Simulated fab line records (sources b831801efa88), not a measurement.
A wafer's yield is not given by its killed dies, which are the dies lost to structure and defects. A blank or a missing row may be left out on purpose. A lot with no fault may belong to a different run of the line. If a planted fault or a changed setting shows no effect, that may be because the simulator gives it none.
Comparing a struck lot with a sound one / flow gf180mcu / 14 out of 602 route steps
Sound: these wafers, L643.2, L643.4, L643.6. Struck: wafers L630.3, L630.4, L630.5. Last of all comes the cause.
Each step with rows lists, per side, the tool, then ch with its chambers, then its first start. Under that, the readings that differ: sound wafers / struck wafers / difference of the means / sigmas: that difference in standard deviations of wafers without a fault.
alike: readings whose means differ by less than 2 such deviations, and words and numbers that are the same on both sides. not compared: withheld readings, readings that some wafer has no value for, bounds like >300 that may hide the same value, and numbers for which the record gives no deviation and whose values overlap.
The two part at a step that has a row with sigmas, a row that says differs or no value, or rows on one side only. Numbers that don't overlap but have no deviation are shown without sigmas and don't part them. A reading that every wafer of one side lacks parts them only if that side has two wafers or more.

GF_HV_LDD_RS_MEAS_53: the measuring method here is four-point-probe.
  sound: filmMetro-01 at day 19 14:19; struck: filmMetro-04 at day 15 01:32
  alike: HV_LDD_RS
then, 1 step without rows for these wafers: GF_HV_LDD_CVD_54 (deposits SiO2 from TEOS, target thk 10 nm, time 75 s).
GF_HV_LDD_THK_MEAS_55:
  sound: filmMetro-02 at day 19 15:27; struck: filmMetro-02 at day 15 02:40
  alike: HV_LDD_CVD_54_THK
then, 1 step without rows for these wafers: GF_HV_LDD_CVD_56 (deposits Si3N4 from DCS/NH3, target thk 90 nm, time 1543 s).
GF_HV_LDD_THK_MEAS_57:
  sound: filmMetro-04 at day 19 16:56; struck: filmMetro-02 at day 15 04:09
  alike: HV_LDD_CVD_56_THK
GF_HV_LDD_ETCHBACK_58: etches Si3N4 in CH3F/O2, stops on SiO2, time 100 s, target depth 90 nm.
  sound on rieDiel-01 ch 1,2, day 19 16:59; struck on rieDiel-02 ch 0,1,2, day 15 04:11
  alike: biasW, drypumpMotorCurrentA, oesProductAu, throttleValvePct
  not compared: rfHoursCounterH
then, 6 steps without rows for these wafers: GF_NSD_DEHYDRATE_00 (time 60 s); GF_NSD_HMDS_01 (prime time 60 s); GF_NSD_COAT_02 (resist thk 1000 nm); GF_NSD_SOFTBAKE_03 (time 60 s); GF_NSD_EXPOSE_04 (exposes mask Nplus, target cd 400 nm); GF_NSD_PEB_05.
GF_NSD_DEVELOP_06: develop time 60 s.
  sound on lithoTrack-01 ch 0, day 20 16:16; struck on lithoTrack-02, day 16 01:06
  no value came back on the struck wafers for chillPlateTempC (C), developTimeS (s), exhaustPa (Pa), resistLineTempC (C); on the sound wafers chillPlateTempC (C) reads 22.88 22.82 22.89
GF_NSD_CD_MEAS_07: target cd 400 nm.
  sound: cdSem-01 at day 20 16:25; struck: cdSem-02 at day 16 01:14
reading=cdNm (nm); sound=395.3 396.5 394.6; struck=- - -; difference=no value on the struck wafers; sigmas=

== WHERE THEY PART ==
At GF_NSD_DEVELOP_06 first; at GF_NSD_CD_MEAS_07 last (within this record only).

WHY: what had been put in by the simulator
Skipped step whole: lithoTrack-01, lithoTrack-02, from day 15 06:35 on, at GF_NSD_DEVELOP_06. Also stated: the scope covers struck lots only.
